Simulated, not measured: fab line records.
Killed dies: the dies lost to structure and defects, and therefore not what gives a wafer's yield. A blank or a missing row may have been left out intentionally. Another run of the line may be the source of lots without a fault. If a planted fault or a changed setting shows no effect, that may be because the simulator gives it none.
Code-filled problem report in 8D (eight disciplines) form / flow sky130 / the parts of the form that need people (team, actions taken, sign-off) are left out

1. WHAT WENT WRONG
At SKY_CAPM_METAL_ETCH_13, rfFwdPowerW averages 750 W over 4 wafers from 2 lots, while fault-free wafers read 891 W, standard deviation 3.3. Measured from the usual mean, that is -43 standard deviations.
The step: etches TiN in Cl2/BCl3, stops on SiO2, target depth 220 nm, time 62.9 s.
The first sign was on wafer L218.1 at day 42 08:18, on rieMetal-04. The record holds 33 wafers of 11 lots with a number at this step. By rule, "out" or "out of limits" means more than 4 standard deviations away from the usual mean. Any other wafer with a number is counted as sound.

2. WHAT IT IS; WHAT IT IS NOT
question=which readings at this step | is=rfFwdPowerW | is not=drypumpMotorCurrentA
question=which lots | is=L218, L219 | is not=L202, L203, L205, L206, L207, L208, L211, L215, L222
question=which wafers of those lots | is=L218.1, L218.3, L219.4, L219.5 | is not=L218.2, L219.2
question=read on which tools | is=rieMetal-04 | is not=rieMetal-03
question=when | is=from day 42 08:18 | is not=up to then (25 sound wafers); but 4 sound wafers of L219, L222 came after

3. SUSPECTS, AND WHAT RULES EACH OUT
Counting: a tool at a process step up to the reading stays a suspect if it ran every lot that is out. Sound lots after the first of them don't rule it out here, since some wafers of a struck lot are sound.
- rieMetal-04 at SKY_CAPM_METAL_ETCH_13 (etches TiN in Cl2/BCl3, stops on SiO2, target depth 220 nm, time 62.9 s): kept. It ran every lot that is out, first L218 (day 42 08:18); its last sound lot up to then is L215 (day 41 12:13). Its own readings are out on those wafers: rfFwdPowerW.
- Within rieMetal-04 at SKY_CAPM_METAL_ETCH_13: the wafers that are out ran in chamber 0; their sound lot-mates ran in chamber 1.
After counting, what remains is rieMetal-04 at SKY_CAPM_METAL_ETCH_13.

4. THE CAUSE (what the simulator had put in)
rieMetal-04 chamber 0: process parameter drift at SKY_CAPM_METAL_ETCH_13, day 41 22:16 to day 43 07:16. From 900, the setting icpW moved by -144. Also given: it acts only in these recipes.
Counting left only this tool.

5. THE EFFECT CHAIN, in route order
Each row: a reading where the mean over the struck wafers with a number is more than 3 standard deviations away from the usual. Readings are gone through only where the record gives a usual standard deviation; hours: the median, over the lots, of the time from a lot's start at the first step in this table giving one to that lot's start at this step; sigmas: the change measured in usual standard deviations.
hours=0; step=SKY_CAPM_METAL_ETCH_13; reading=oesProductAu; usual=0.939 a.u.; on struck wafers=0.912; change=-0.027; sigmas=-3.7
hours=0; step=SKY_CAPM_METAL_ETCH_13; reading=rfFwdPowerW; usual=891 W; on struck wafers=750; change=-141; sigmas=-43
hours=0; step=SKY_CAPM_STRIP_14; reading=stripTimeToEndpointS; usual=12.65 s; on struck wafers=12.82; change=+0.17; sigmas=+3.6
hours=175; step=SKY_PAD_OPEN_PROBE_99; reading=defectLimitedYield; usual=82.5 %; on struck wafers=6.3; change=-76.2; sigmas=-38
hours=175; step=SKY_PAD_OPEN_PROBE_99; reading=killedAtOther; usual=0.2; on struck wafers=373.5; change=+373.3; sigmas=+99 or more
hours=175; step=SKY_PAD_OPEN_PROBE_99; reading=killedDies; usual=86; on struck wafers=461; change=+375; sigmas=+39
hours=175; step=SKY_PAD_OPEN_PROBE_99; reading=killedOnRim; usual=16; on struck wafers=77; change=+61; sigmas=+15
Process steps it contains:
- SKY_CAPM_METAL_ETCH_13: etches TiN in Cl2/BCl3, stops on SiO2, target depth 220 nm, time 62.9 s.
- SKY_CAPM_STRIP_14: strips in O2/N2.
- SKY_PAD_OPEN_PROBE_99

6. WHAT WOULD HAVE CAUGHT IT SOONER
10 hours passed between the start of the fault at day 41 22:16 and the first reading out of limits in this record, taken at day 42 08:18.
